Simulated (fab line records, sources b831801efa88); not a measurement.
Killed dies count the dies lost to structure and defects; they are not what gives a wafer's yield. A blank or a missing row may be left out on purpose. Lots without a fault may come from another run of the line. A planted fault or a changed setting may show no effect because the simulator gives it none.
Split-lot experiment	flow sky130	on a route of 708 steps: 5 lots, 23 wafers read

== THE SPLIT ==
At SKY_NWELL_IMPLANT_24, the setting energy_kev was moved away from the recipe's 140 on 8 of the 23 wafers read, by -5.9% to +5.2%. This setting was run at the recipe's value on the other wafers.

The reading is taken at the split's own step.

== THE READING ==
In nm, at SKY_NWELL_IMPLANT_24: implant.drp_nm, which is the simulator's own figure and was read by no gauge. There is no usual value for it anywhere in the file.

wafer	tool, chamber at the split	energy_kev as run	against the recipe	implant.drp_nm, nm	against lot-mates on the recipe
L074.1	implanter-03, 0	140	recipe	95.47	-
L074.2	implanter-03, 0	140	recipe	95.47	-
L074.3	implanter-03, 0	140	recipe	95.47	-
L074.5	implanter-03, 0	140	recipe	95.47	-
L074.6	implanter-03, 0	140	recipe	95.47	-
L075.1	implanter-02, 0	140	recipe	95.47	-
L075.3	implanter-02, 0	140	recipe	95.47	-
L075.6	implanter-02, 0	140	recipe	95.47	-
L075.4	implanter-02, 0	147.3	+5.2%	97.29	+1.82
L075.5	implanter-02, 0	147.3	+5.2%	97.29	+1.82
L077.1	implanter-04, 0	131.8	-5.9%	93.25	-2.22
L077.2	implanter-04, 0	131.8	-5.9%	93.25	-2.22
L077.6	implanter-04, 0	131.8	-5.9%	93.25	-2.22
L077.4	implanter-04, 0	140	recipe	95.47	-
L077.5	implanter-04, 0	140	recipe	95.47	-
L081.1	implanter-03, 0	140	recipe	95.47	-
L081.3	implanter-03, 0	140	recipe	95.47	-
L081.4	implanter-03, 0	140	recipe	95.47	-
L085.1	implanter-04, 0	140	recipe	95.47	-
L085.4	implanter-04, 0	140	recipe	95.47	-
L085.2	implanter-04, 0	142.5	+1.8%	96.11	+0.64
L085.3	implanter-04, 0	142.5	+1.8%	96.11	+0.64
L085.5	implanter-04, 0	142.5	+1.8%	96.11	+0.64

THE FIT
A straight line over all 23 wafers: implant.drp_nm changes by +0.368 nm for each +1% of energy_kev; r = +1.00; the points scatter about the line by 0.034 nm.
The same after taking each lot's own level away (the mean of its wafers on the recipe; 23 wafers): +0.368 nm for each +1%; r = +1.00; scatter 0.034 nm.
On that fit, the largest move of energy_kev shifts the reading by 2.2 nm.
The lots' own levels span 95.470 to 95.470 nm.
Hence the lot-to-lot level has little effect on the slope; both slopes agree.
Check: -2.16 nm against its lot-mates is what the line predicts for one of the wafers moved furthest among these (-5.9%) when that wafer is left out of the fit. It came out at -2.22 nm against them.

== ADDITIONAL SPLITS CARRIED BY THESE WAFERS ==
These wafers also went through other splits before the reading. Each is held against what the fit with the lots' levels taken away leaves over:
other split on the same wafers	wafers away from the commonest value	r with implant.drp_nm (lot level and that fit taken away)
SKY_FIELD_ISO_DEVELOP_12 dev_temp_c	7	+0.05
SKY_FIELD_ISO_OXIDATION_22 ox_time_s	15	+0.55
SKY_DNWELL_SOFTBAKE_03 temp_c	6	+0.05
SKY_NWELL_COAT_05 resist_thk_nm	7	+0.03
SKY_NWELL_IMPLANT_11 dose_cm2	5	-0.02

== THE FILE'S OWN FIT ==
implant.drp_nm changes by +0.366 nm for each +1% of energy_kev, r = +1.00.
